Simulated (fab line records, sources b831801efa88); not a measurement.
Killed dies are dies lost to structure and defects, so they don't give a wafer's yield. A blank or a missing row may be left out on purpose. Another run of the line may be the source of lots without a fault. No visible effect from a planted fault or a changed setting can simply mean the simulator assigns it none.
fab line records	flow sky130
record: lots: 13	wafers: 39	last-day: 50
route steps=708 shown POLY_CUT@319 METAL3@567 VIA3@576 PAD_OPEN@708
lots with no fault: from the same line, run without faults
start-h: hours from the record's first day to the start of the lot's first wafer shown	wait-h: time in hours since the lot's previous step	" unchanged from the row above	L1.1+2: several wafers, shown together as one row	- value missing, or start not given	* or withheld: withheld	< > ~ a bound
route shown NAME@n: names a module that has steps shown in the file, with the first one's number in the route	usual: mean/standard deviation taken from wafers without a fault	same: alike in all rows	chamber/n: place in a boat	sites: readings site by site	_std_site: their standard deviation	_edge_site: outer sites' mean less inner sites'	radius-mm: how far each site lies from the wafer's centre	mask NAME#n: copy n	behind: the tool/chamber that last shaped the wafer	hold: cause of the lot's hold/its duration in hours/its outcome	device: the n, p or np transistor that did not switch	end of line: at the end of the route, the tests of the same wafers	for a step that has no rows: nothing shown but its recipe	killed: the dies lost at the first sort to structure and to defects; this is not the yield of the wafer	map: per-die view of a wafer (x killed, . not killed, _ where there is no die)
set.NAME: the setting the step ran with; set.NAME@STEP: the setting that earlier step ran with	model.NAME: the simulator's own value behind a step, which no gauge read
a sample of lots followed through the steps of the route, with each step as a table and each wafer as a row
services: a tool's chamber out of use, with start hour (start-h, from the record's first day; less than 0 if before it), hours out, and reason
== steps ==
step: SKY_POLY_CUT_STRIP_12
recipe: chemistry: O2/N2	power-w: 1400	pressure-mtorr: 1500	platen-temp-c: withheld	o2-flow-sccm: 3000	n2-flow-sccm: 300	overash-fraction: 0.5
usual: drypump-motor-current-A: 5.4/0.41	oes-product-au: 0.453/0.0043	strip-time-to-endpoint-s: 5.366/0.016
lot.wafer	tool	chamber	start-h	wait-h	drypump-motor-current-A	oes-product-au	rf-hours-counter-h	strip-time-to-endpoint-s
L680.1	plasma-asher-01	0	561.88	0.0	6.1	0.451	83	5.355
L680.3	"	1	"	"	5.4	0.448	-	5.346
L680.6	"	0	"	"	6.1	0.456	-	5.356
L681.4	plasma-asher-03	0	585.89	0.1	5.0	0.450	-	5.373
L681.5	"	0	"	"	5.0	0.447	-	5.381
L681.6	"	1	"	"	5.8	0.459	-	5.402
L683.3	plasma-asher-03	1	592.94	0.1	5.8	0.452	-	5.364
L683.4	"	0	"	"	5.0	0.447	-	5.353
L683.6	"	1	"	"	5.8	0.452	-	5.372
L684.1	plasma-asher-03	0	599.57	0.0	5.0	0.456	80	5.367
L684.5	"	1	"	"	5.8	0.451	-	5.376
L684.6	"	0	"	"	5.0	0.451	-	5.380
L685.2	plasma-asher-03	1	612.57	0.0	5.8	0.447	81	5.367
L685.3	"	1	"	"	5.8	0.445	-	5.369
L685.5	"	0	"	"	5.0	0.458	-	5.353
L687.1	plasma-asher-01	1	623.53	0.0	5.4	0.453	89	5.350
L687.2	"	0	"	"	6.1	0.454	89	5.382
L687.3	"	0	"	"	6.1	0.460	-	5.326
L688.2	plasma-asher-01	1	633.15	0.0	5.4	0.448	90	5.333
L688.4	"	0	"	"	6.1	0.454	-	5.371
L688.6	"	1	"	"	5.4	0.453	-	5.358
L692.2	plasma-asher-01	1	667.58	0.0	5.4	0.452	93	5.378
L692.4	"	1	"	"	5.4	0.461	-	5.365
L692.6	"	1	"	"	5.4	0.453	-	5.374
L695.1	plasma-asher-01	1	702.03	0.0	5.4	0.448	97	5.391
L695.3	"	1	"	"	5.4	0.448	-	5.370
L695.5	"	0	"	"	6.1	0.454	-	5.362
L696.4	plasma-asher-01	1	722.22	0.1	5.4	0.449	-	5.368
L696.5	"	1	"	"	5.4	0.461	-	5.388
L696.6	"	0	"	"	6.1	0.453	-	5.395
L697.2	plasma-asher-03	1	724.03	0.0	5.7	0.450	92	5.348
L697.3	"	1	"	"	5.7	0.450	-	5.365
L697.5	"	0	"	"	5.0	0.450	-	5.397
L700.2	plasma-asher-03	1	735.72	0.0	5.8	0.449	93	5.368
L700.3	"	1	"	"	5.8	0.459	-	5.353
L700.5	"	0	"	"	5.0	0.452	-	5.378
L702.2	plasma-asher-03	0	747.63	0.0	5.0	0.454	94	5.345
L702.3	"	0	"	"	5.0	0.450	-	5.365
L702.4	"	1	"	"	5.8	0.461	-	5.356
step: SKY_METAL3_ETCH_17
recipe: target: SiO2	stop-on: TiN	chemistry: C4F8/O2/Ar	source-w: 1500	bias-w: 1200	pressure-mtorr: 40	c4f8-flow-sccm: withheld	O2_flow_sccm: 6	Ar_flow_sccm: 300	time-s: 3.9	target-depth-a: 150
usual: oes-product-au: 0.755/0.007
lot.wafer	tool	chamber	start-h	wait-h	oes-product-au	rf-hours-counter-h
L680.1	rie-diel-01	3	909.87	0.1	0.750	14
L680.3	"	2	"	"	0.750	7
L680.6	"	1	"	"	0.762	-
L681.4	rie-diel-02	3	927.12	0.0	0.756	14
L681.5	"	3	"	"	0.761	-
L681.6	"	0	"	"	0.754	-
L683.3	rie-diel-01	3	935.30	0.0	0.742	14
L683.4	"	2	"	"	0.746	7
L683.6	"	3	"	"	0.750	-
L684.1	rie-diel-02	0	939.78	0.1	0.750	10
L684.5	"	1	"	"	0.759	-
L684.6	"	2	"	"	0.757	-
L685.2	rie-diel-04	1	949.47	0.1	0.753	18
L685.3	"	2	"	"	0.745	20
L685.5	"	1	"	"	0.759	-
L687.1	rie-diel-01	1	957.83	0.1	0.753	8
L687.2	"	3	"	"	0.749	15
L687.3	"	2	"	"	0.745	8
L688.2	rie-diel-04	2	967.38	0.1	0.750	20
L688.4	"	1	"	"	0.740	18
L688.6	"	2	"	"	0.752	-
L692.2	rie-diel-02	3	996.17	0.1	0.750	16
L692.4	"	0	"	"	0.759	-
L692.6	"	2	"	"	0.761	-
L695.1	rie-diel-01	0	1025.35	0.1	0.754	3
L695.3	"	2	"	"	0.757	10
L695.5	"	0	"	"	0.762	-
L696.4	rie-diel-02	0	1041.59	0.0	0.759	-
L696.5	"	3	"	"	0.759	-
L696.6	"	2	"	"	0.759	-
L697.2	rie-diel-01	1	1042.41	0.1	0.754	9
L697.3	"	0	"	"	0.753	3
L697.5	"	2	"	"	0.763	-
L700.2	rie-diel-02	3	1049.40	0.1	0.759	19
L700.3	"	2	"	"	0.755	11
L700.5	"	2	"	"	0.763	-
L702.2	rie-diel-01	3	1063.70	0.1	0.752	17
L702.3	"	2	"	"	0.756	11
L702.4	"	0	"	"	0.747	-
step: SKY_VIA3_BOW_MEAS_03
recipe: mode: bow
usual: VIA3_BOW: 78/8.4
lot.wafer	tool	chamber	start-h	wait-h	VIA3_BOW[um]
L680.1	film-metro-01	-	911.23	0.1	75
L680.3	"	-	"	"	77
L680.6	"	-	"	"	74
L681.4	film-metro-01	-	928.50	0.2	73
L681.5	"	-	"	"	88
L681.6	"	-	"	"	69
L683.3	film-metro-01	-	936.75	0.2	79
L683.4	"	-	"	"	78
L683.6	"	-	"	"	76
L684.1	film-metro-02	-	941.21	0.1	83
L684.5	"	-	"	"	77
L684.6	"	-	"	"	77
L685.2	film-metro-02	-	950.95	0.2	84
L685.3	"	-	"	"	88
L685.5	"	-	"	"	73
L687.1	film-metro-01	-	959.24	0.1	64
L687.2	"	-	"	"	74
L687.3	"	-	"	"	65
L688.2	film-metro-01	-	968.73	0.2	77
L688.4	"	-	"	"	71
L688.6	"	-	"	"	82
L692.2	film-metro-02	-	997.74	0.1	86
L692.4	"	-	"	"	89
L692.6	"	-	"	"	92
L695.1	film-metro-02	-	1027.23	0.1	82
L695.3	"	-	"	"	87
L695.5	"	-	"	"	91
L696.4	film-metro-04	-	1043.05	0.3	95
L696.5	"	-	"	"	88
L696.6	"	-	"	"	76
L697.2	film-metro-04	-	1043.78	0.2	59
L697.3	"	-	"	"	69
L697.5	"	-	"	"	55
L700.2	film-metro-04	-	1051.24	0.2	84
L700.3	"	-	"	"	79
L700.5	"	-	"	"	83
L702.2	film-metro-02	-	1065.87	0.3	74
L702.3	"	-	"	"	82
L702.4	"	-	"	"	88
step: SKY_VIA3_OVL_MEAS_13
usual: VIA3_OVL: -2/5.9
lot.wafer	tool	chamber	start-h	wait-h	VIA3_OVL[nm]
L680.1	overlay-02	-	935.81	0.1	-2
L680.3	"	-	"	"	-8
L680.6	"	-	"	"	-3
L681.4	overlay-01	-	952.28	0.1	-10
L681.5	"	-	"	"	-7
L681.6	"	-	"	"	-15
L683.3	overlay-02	-	960.81	0.1	-2
L683.4	"	-	"	"	-10
L683.6	"	-	"	"	-12
L684.1	overlay-01	-	965.49	0.1	-5
L684.5	"	-	"	"	-5
L684.6	"	-	"	"	0
L685.2	overlay-02	-	975.34	0.1	2
L685.3	"	-	"	"	1
L685.5	"	-	"	"	-1
L687.1	overlay-01	-	983.12	0.1	-4
L687.2	"	-	"	"	-2
L687.3	"	-	"	"	0
L688.2	overlay-01	-	992.47	0.1	4
L688.4	"	-	"	"	6
L688.6	"	-	"	"	0
L692.2	overlay-01	-	1021.14	0.1	6
L692.4	"	-	"	"	0
L692.6	"	-	"	"	-2
L695.1	overlay-01	-	1049.59	0.1	-2
L695.3	"	-	"	"	-5
L695.5	"	-	"	"	3
L696.4	overlay-01	-	1065.41	0.1	-5
L696.5	"	-	"	"	2
L696.6	"	-	"	"	-3
L697.2	overlay-01	-	1065.84	0.1	-1
L697.3	"	-	"	"	2
L697.5	"	-	"	"	-9
L700.2	overlay-02	-	1073.29	0.1	-10
L700.3	"	-	"	"	-10
L700.5	"	-	"	"	-9
L702.2	overlay-02	-	1086.42	0.1	7
L702.3	"	-	"	"	5
L702.4	"	-	"	"	0
step: SKY_PAD_OPEN_PROBE_99
usual: killed_at_M0_to_M3: 43/7.4	killed_at_M4_up: 3.1/1.9	killed-at-contacts: 25/5.4	killed-at-front-end: 15/4.3	killed-at-other: 0.3/0.54	killed-dies: 86/10	killed-on-rim: 17/4	killed-open: 46/7.4	killed-short: 40/7
same: gross-dies: 492	killed-at-back-side: 0
lot.wafer	tool	chamber	start-h	wait-h	killed_at_M0_to_M3	killed_at_M4_up	killed-at-contacts	killed-at-front-end	killed-at-other	killed-dies	killed-on-rim	killed-open	killed-short
L680.1	prober-02	-	1080.63	0.1	48	2	23	12	0	85	14	43	42
L680.3	prober-02	-	1080.73	0.2	49	5	20	19	0	93	18	54	38
L680.6	prober-02	-	1080.88	0.2	48	6	27	17	0	98	16	57	40
L681.4	prober-01	-	1094.62	0.2	63	3	26	17	0	109	25	62	47
L681.5	prober-01	-	1094.67	0.2	38	1	26	21	0	86	20	44	42
L681.6	prober-01	-	1094.72	0.2	39	7	24	8	0	78	16	44	34
L683.3	prober-01	-	1104.36	0.2	42	3	22	23	1	91	16	41	48
L683.4	prober-01	-	1104.41	0.2	45	3	27	18	0	93	21	49	43
L683.6	prober-01	-	1104.51	0.2	43	4	23	19	0	89	21	47	42
L684.1	prober-02	-	1105.35	0.1	45	2	19	20	0	86	14	36	50
L684.5	prober-02	-	1105.55	0.2	53	3	31	15	0	102	16	57	45
L684.6	prober-02	-	1105.60	0.2	37	4	22	13	0	76	12	38	38
L685.2	prober-01	-	1114.26	0.1	45	2	31	13	0	91	13	49	42
L685.3	prober-01	-	1114.31	0.2	36	4	26	15	0	81	14	56	25
L685.5	prober-01	-	1114.41	0.2	53	2	30	16	1	102	23	60	42
L687.1	prober-01	-	1121.42	0.1	38	8	26	11	0	83	17	44	39
L687.2	prober-01	-	1121.47	0.1	50	4	23	17	0	94	22	44	50
L687.3	prober-01	-	1121.52	0.2	36	3	20	11	0	70	14	45	24
L688.2	prober-02	-	1130.63	0.1	38	3	34	11	1	87	16	48	39
L688.4	prober-02	-	1130.73	0.2	28	4	23	8	1	64	8	30	34
L688.6	prober-02	-	1130.83	0.2	30	4	17	8	1	60	11	38	22
L692.2	prober-02	-	1152.29	0.1	45	4	21	21	0	91	18	51	40
L692.4	prober-02	-	1152.39	0.2	64	4	29	19	0	116	24	60	56
L692.6	prober-02	-	1152.49	0.2	46	4	26	22	1	99	25	48	51
L695.1	prober-01	-	1175.56	0.1	38	4	19	33	0	94	25	41	32
L695.3	prober-01	-	1175.66	0.2	38	1	26	41	0	106	23	41	38
L695.5	prober-01	-	1175.76	0.2	29	1	18	20	0	68	13	35	31
L696.4	prober-02	-	1187.67	0.2	40	2	27	48	0	117	32	57	36
L696.5	prober-02	-	1187.72	0.2	41	1	22	42	0	106	31	42	39
L696.6	prober-02	-	1187.77	0.2	46	1	24	14	0	85	20	48	37
L697.2	prober-01	-	1189.67	0.1	40	4	18	18	2	82	20	41	40
L697.3	prober-01	-	1189.72	0.2	40	0	26	7	0	73	16	44	29
L697.5	prober-01	-	1189.82	0.2	38	3	15	19	1	76	17	41	34
L700.2	prober-02	-	1194.04	0.1	39	2	22	10	0	73	15	46	27
L700.3	prober-02	-	1194.09	0.2	39	2	22	15	0	78	16	44	34
L700.5	prober-02	-	1194.19	0.2	47	3	21	22	0	93	18	45	48
L702.2	prober-02	-	1204.09	0.1	50	7	17	10	0	84	20	42	42
L702.3	prober-02	-	1204.14	0.2	42	4	15	9	1	71	18	36	35
L702.4	prober-02	-	1204.19	0.2	52	3	14	13	1	83	14	43	40
killed by level:class
L680.1 VIA1:geometric-particle:short=9 VIA1:geometric-particle:open=8 VIA3:geometric-particle:open=8 CONTACT:geometric-particle:open=7 LI_CONTACT:geometric-particle:open=6 METAL2:geometric-particle:short=5 LOCAL_INTERCONNECT:geometric-particle:short=4 VIA2:geometric-particle:open=4
L680.3 VIA1:geometric-particle:open=11 CONTACT:geometric-particle:open=10 VIA3:geometric-particle:open=9 VIA2:geometric-particle:open=8 VIA3:geometric-particle:short=7 LI_CONTACT:geometric-particle:open=6 VIA1:geometric-particle:short=6 FIELD_ISO:geometric-particle:short=5
L680.6 VIA1:geometric-particle:open=12 CONTACT:geometric-particle:open=10 LI_CONTACT:geometric-particle:open=9 FIELD_ISO:geometric-particle:open=7 VIA2:geometric-particle:open=7 METAL1:geometric-particle:short=7 FIELD_ISO:geometric-particle:short=4 LOCAL_INTERCONNECT:geometric-particle:short=4
L681.4 VIA1:geometric-particle:open=18 METAL2:geometric-particle:short=12 VIA2:geometric-particle:open=10 LI_CONTACT:geometric-particle:open=7 CONTACT:geometric-particle:short=7 VIA3:geometric-particle:open=7 CONTACT:geometric-particle:open=6 FIELD_ISO:geometric-particle:open=5
L681.5 CONTACT:geometric-particle:open=10 LOCAL_INTERCONNECT:geometric-particle:short=7 LI_CONTACT:geometric-particle:open=6 VIA1:geometric-particle:short=6 VIA2:geometric-particle:open=6 VIA1:geometric-particle:open=5 METAL2:geometric-particle:short=5 VIA3:geometric-particle:open=5
L681.6 LI_CONTACT:geometric-particle:open=10 VIA3:geometric-particle:open=10 METAL2:geometric-particle:short=8 CONTACT:geometric-particle:open=7 METAL1:geometric-particle:short=5 VIA1:geometric-particle:open=4 LI_CONTACT:geometric-particle:short=4 METAL4:geometric-particle:short=4
L683.3 LI_CONTACT:geometric-particle:open=7 METAL2:geometric-particle:short=7 FIELD_ISO:geometric-particle:short=6 VIA1:geometric-particle:short=6 FIELD_ISO:geometric-particle:open=5 CONTACT:geometric-particle:short=5 CONTACT:geometric-particle:open=5 VIA2:geometric-particle:open=5
L683.4 CONTACT:geometric-particle:open=11 VIA2:geometric-particle:open=7 VIA1:geometric-particle:open=7 METAL2:geometric-particle:short=7 FIELD_ISO:geometric-particle:open=6 FIELD_ISO:geometric-particle:short=5 LI_CONTACT:geometric-particle:open=5 CONTACT:geometric-particle:short=4
L683.6 VIA1:geometric-particle:open=11 VIA3:geometric-particle:open=9 LOCAL_INTERCONNECT:geometric-particle:short=7 METAL1:geometric-particle:short=6 METAL2:geometric-particle:short=6 CONTACT:geometric-particle:open=6 CONTACT:geometric-particle:short=5 SPACER:geometric-particle:open=4
L684.1 VIA1:geometric-particle:open=10 FIELD_ISO:geometric-particle:short=7 VIA1:geometric-particle:short=7 LI_CONTACT:geometric-particle:open=6 METAL3:geometric-particle:short=6 METAL2:geometric-particle:short=5 CONTACT:geometric-particle:short=4 METAL1:geometric-particle:short=4
L684.5 CONTACT:geometric-particle:open=9 METAL1:geometric-particle:short=9 VIA3:geometric-particle:open=9 LI_CONTACT:geometric-particle:open=8 VIA2:geometric-particle:open=8 VIA1:geometric-particle:open=7 LOCAL_INTERCONNECT:geometric-particle:short=6 FIELD_ISO:geometric-particle:open=5
L684.6 VIA1:geometric-particle:open=9 LOCAL_INTERCONNECT:geometric-particle:short=6 VIA2:geometric-particle:open=6 FIELD_ISO:geometric-particle:short=5 LI_CONTACT:geometric-particle:short=4 LI_CONTACT:geometric-particle:open=4 CONTACT:geometric-particle:open=4 CONTACT:geometric-particle:short=4
L685.2 VIA1:geometric-particle:open=11 CONTACT:geometric-particle:open=10 VIA2:geometric-particle:open=10 LOCAL_INTERCONNECT:geometric-particle:short=7 METAL1:geometric-particle:short=6 LI_CONTACT:geometric-particle:open=5 CONTACT:geometric-particle:short=5 POLY_GATE:geometric-particle:short=4
L685.3 CONTACT:geometric-particle:open=17 VIA1:geometric-particle:open=9 VIA2:geometric-particle:open=7 FIELD_ISO:geometric-particle:short=5 LI_CONTACT:geometric-particle:open=5 VIA3:geometric-particle:open=5 METAL1:geometric-particle:short=5 FIELD_ISO:geometric-particle:open=4
L685.5 CONTACT:geometric-particle:open=14 VIA1:geometric-particle:open=12 VIA3:geometric-particle:open=7 LI_CONTACT:geometric-particle:open=6 METAL1:geometric-particle:short=6 FIELD_ISO:geometric-particle:open=5 FIELD_ISO:geometric-particle:short=5 LOCAL_INTERCONNECT:geometric-particle:short=5
L687.1 LI_CONTACT:geometric-particle:open=9 VIA1:geometric-particle:open=7 VIA3:geometric-particle:open=7 METAL1:geometric-particle:short=6 VIA2:geometric-particle:open=6 METAL4:geometric-particle:short=5 CONTACT:geometric-particle:open=5 LI_CONTACT:geometric-particle:short=4
L687.2 VIA1:geometric-particle:open=11 FIELD_ISO:geometric-particle:short=9 CONTACT:geometric-particle:open=7 VIA1:geometric-particle:short=7 METAL2:geometric-particle:short=6 METAL1:geometric-particle:short=6 VIA2:geometric-particle:open=6 LOCAL_INTERCONNECT:geometric-particle:short=5
L687.3 VIA1:geometric-particle:open=12 LI_CONTACT:geometric-particle:open=7 CONTACT:geometric-particle:open=7 VIA1:geometric-particle:short=5 METAL2:geometric-particle:short=4 VIA3:geometric-particle:open=4 FIELD_ISO:geometric-particle:open=3 VIA2:geometric-particle:open=3
L688.2 CONTACT:geometric-particle:open=11 VIA2:geometric-particle:open=9 LI_CONTACT:geometric-particle:open=8 CONTACT:geometric-particle:short=8 VIA1:geometric-particle:open=7 VIA3:geometric-particle:open=5 METAL1:geometric-particle:short=4 POLY_GATE:geometric-particle:short=3
L688.4 CONTACT:geometric-particle:open=10 METAL2:geometric-particle:short=7 LI_CONTACT:geometric-particle:open=6 POLY_GATE:geometric-particle:short=5 VIA1:geometric-particle:short=4 LOCAL_INTERCONNECT:geometric-particle:short=3 CONTACT:geometric-particle:short=3 METAL1:geometric-particle:short=3
L688.6 VIA1:geometric-particle:open=10 CONTACT:geometric-particle:open=8 LI_CONTACT:geometric-particle:open=6 METAL2:geometric-particle:short=5 FIELD_ISO:geometric-particle:open=3 POLY_GATE:geometric-particle:short=2 VIA2:geometric-particle:short=2 METAL1:geometric-particle:open=2
L692.2 CONTACT:geometric-particle:open=9 VIA1:geometric-particle:open=9 VIA2:geometric-particle:open=9 POLY_GATE:geometric-particle:short=6 VIA2:geometric-particle:short=6 FIELD_ISO:geometric-particle:short=5 CONTACT:geometric-particle:short=5 VIA3:geometric-particle:open=5
L692.4 VIA1:geometric-particle:open=13 METAL2:geometric-particle:short=11 POLY_GATE:geometric-particle:open=8 LI_CONTACT:geometric-particle:open=8 VIA1:geometric-particle:short=7 CONTACT:geometric-particle:open=7 VIA3:geometric-particle:open=6 METAL1:geometric-particle:short=6
L692.6 CONTACT:geometric-particle:open=12 VIA3:geometric-particle:open=9 METAL1:geometric-particle:short=9 VIA1:geometric-particle:open=8 VIA1:geometric-particle:short=6 CONTACT:geometric-particle:short=6 POLY_GATE:geometric-particle:short=5 METAL2:geometric-particle:short=5
L695.1 POLY_CUT:unspecified=21 VIA1:geometric-particle:open=10 CONTACT:geometric-particle:open=9 METAL2:geometric-particle:short=9 POLY_GATE:geometric-particle:open=5 VIA3:geometric-particle:open=5 VIA1:geometric-particle:short=5 METAL4:geometric-particle:short=4
L695.3 POLY_CUT:unspecified=26 VIA1:geometric-particle:open=12 CONTACT:geometric-particle:short=7 LI_CONTACT:geometric-particle:open=7 FIELD_ISO:geometric-particle:open=6 METAL1:geometric-particle:short=6 CONTACT:geometric-particle:open=5 METAL2:geometric-particle:short=5
L695.5 CONTACT:geometric-particle:open=6 VIA1:geometric-particle:short=5 VIA1:geometric-particle:open=5 VIA2:geometric-particle:open=5 FIELD_ISO:geometric-particle:short=4 POLY_GATE:geometric-particle:short=4 LI_CONTACT:geometric-particle:open=4 POLY_GATE:geometric-particle:open=3
L696.4 POLY_CUT:unspecified=24 POLY_GATE:geometric-particle:open=11 LI_CONTACT:geometric-particle:open=11 VIA1:geometric-particle:open=10 CONTACT:geometric-particle:open=9 METAL2:geometric-particle:short=8 VIA3:geometric-particle:open=8 POLY_GATE:geometric-particle:short=4
L696.5 POLY_CUT:unspecified=25 VIA1:geometric-particle:open=11 POLY_GATE:geometric-particle:short=10 LI_CONTACT:geometric-particle:open=9 METAL2:geometric-particle:short=7 VIA3:geometric-particle:open=6 VIA2:geometric-particle:open=5 LI_CONTACT:geometric-particle:short=5
L696.6 VIA1:geometric-particle:open=13 CONTACT:geometric-particle:open=9 VIA2:geometric-particle:open=8 VIA3:geometric-particle:open=6 FIELD_ISO:geometric-particle:short=5 LI_CONTACT:geometric-particle:open=5 LOCAL_INTERCONNECT:geometric-particle:short=5 METAL2:geometric-particle:short=5
L697.2 VIA3:geometric-particle:open=10 LI_CONTACT:geometric-particle:open=7 POLY_GATE:geometric-particle:short=5 METAL1:geometric-particle:short=5 METAL2:geometric-particle:short=5 VIA3:geometric-particle:short=4 LI_CONTACT:geometric-particle:short=4 VIA2:geometric-particle:open=4
L697.3 LI_CONTACT:geometric-particle:open=13 VIA1:geometric-particle:open=9 VIA1:geometric-particle:short=9 CONTACT:geometric-particle:open=6 VIA3:geometric-particle:open=5 LOCAL_INTERCONNECT:geometric-particle:short=3 VIA2:geometric-particle:open=3 METAL2:geometric-particle:short=3
L697.5 LI_CONTACT:geometric-particle:open=9 VIA2:geometric-particle:open=7 FIELD_ISO:geometric-particle:short=6 VIA1:geometric-particle:open=6 VIA3:geometric-particle:open=6 POLY_GATE:geometric-particle:short=5 METAL3:geometric-particle:short=5 FIELD_ISO:geometric-particle:open=4
L700.2 CONTACT:geometric-particle:open=12 VIA1:geometric-particle:open=11 VIA2:geometric-particle:open=9 METAL1:geometric-particle:short=6 POLY_GATE:geometric-particle:short=4 CONTACT:geometric-particle:short=4 VIA3:geometric-particle:open=4 FIELD_ISO:geometric-particle:short=3
L700.3 CONTACT:geometric-particle:open=9 VIA1:geometric-particle:open=8 VIA1:geometric-particle:short=6 VIA2:geometric-particle:open=6 CONTACT:geometric-particle:short=5 METAL1:geometric-particle:short=4 VIA3:geometric-particle:open=4 FIELD_ISO:geometric-particle:open=3
L700.5 METAL1:geometric-particle:short=11 VIA1:geometric-particle:open=8 LI_CONTACT:geometric-particle:open=7 VIA3:geometric-particle:open=7 CONTACT:geometric-particle:short=6 FIELD_ISO:geometric-particle:short=5 VIA2:geometric-particle:open=5 POLY_GATE:geometric-particle:open=4
L702.2 VIA1:geometric-particle:open=8 VIA2:geometric-particle:open=8 CONTACT:geometric-particle:open=7 VIA3:geometric-particle:open=6 METAL1:geometric-particle:short=6 METAL4:geometric-particle:short=6 VIA2:geometric-particle:short=5 VIA3:geometric-particle:short=5
L702.3 VIA1:geometric-particle:open=11 CONTACT:geometric-particle:open=9 METAL1:geometric-particle:short=7 VIA2:geometric-particle:open=5 VIA1:geometric-particle:short=4 VIA2:geometric-particle:short=4 METAL2:geometric-particle:short=3 VIA3:geometric-particle:open=3
L702.4 VIA1:geometric-particle:open=11 METAL1:geometric-particle:short=7 VIA1:geometric-particle:short=7 LI_CONTACT:geometric-particle:open=6 CONTACT:geometric-particle:open=6 METAL2:geometric-particle:short=5 VIA2:geometric-particle:short=5 VIA3:geometric-particle:open=5
== services ==
tool	chamber	start-h	hours	kind
rie-diel-01	2	560.01	3.6	repair
plasma-asher-01	-	607.63	14.6	pm
rie-diel-01	2	624.28	2.6	repair
plasma-asher-03	-	633.01	3.9	repair
rie-diel-01	2	636.14	132.0	repair
plasma-asher-03	-	682.08	7.2	repair
rie-diel-01	0	685.59	11.3	repair
rie-diel-01	-	709.57	2.8	pm
plasma-asher-01	-	733.75	9.0	pm
plasma-asher-03	-	821.21	1.3	repair
rie-diel-01	1	862.68	7.6	repair
rie-diel-01	2	870.07	30.1	repair
rie-diel-01	1	871.21	17.7	repair
rie-diel-01	-	889.09	15.6	pm
plasma-asher-03	-	897.97	4.3	pm
rie-diel-01	3	944.06	4.6	repair
plasma-asher-01	-	960.59	14.3	repair
rie-diel-01	3	969.95	8.9	repair
rie-diel-01	1	974.40	8.9	repair
rie-diel-01	-	984.11	14.6	pm
rie-diel-01	1	1023.51	2.0	repair
plasma-asher-01	-	1047.98	6.6	repair
plasma-asher-03	-	1055.25	9.0	pm
rie-diel-01	3	1055.79	7.7	repair
== key ==
first-sign: step: SKY_PAD_OPEN_PROBE_99	reading: killed-at-front-end	direction: up	sigmas: 6	usual: 15	struck: 41
effect: step: SKY_PAD_OPEN_PROBE_99	reading: killed-dies	direction: up	sigmas: 1.8	usual: 86	struck: 106	wafers-moved: 3
met-at SKY_POLY_CUT_STRIP_12
struck-lots L695,L696
struck-wafers L695.1,L695.3,L696.4,L696.5
tester-left-out L695,L696
not-acting-at SKY_METAL3_ETCH_17,SKY_VIA3_BOW_MEAS_03,SKY_VIA3_OVL_MEAS_13
onset-between 667.58 702.03
fault: kind: chamber-particle-source	tool: plasma-asher-01	chamber: 1	onset-h: 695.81	steps: SKY_POLY_CUT_STRIP_12	rate-per-visit-cm2: 1.8896	end-h: 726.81
tester-left-out: of these lots the tester's yield and bins aren't shown, on N5 and GAA mostly nor the transistor test; their killed dies are dies lost to structure and defects alone, not to doping, threshold or leakage, so they don't give the yield
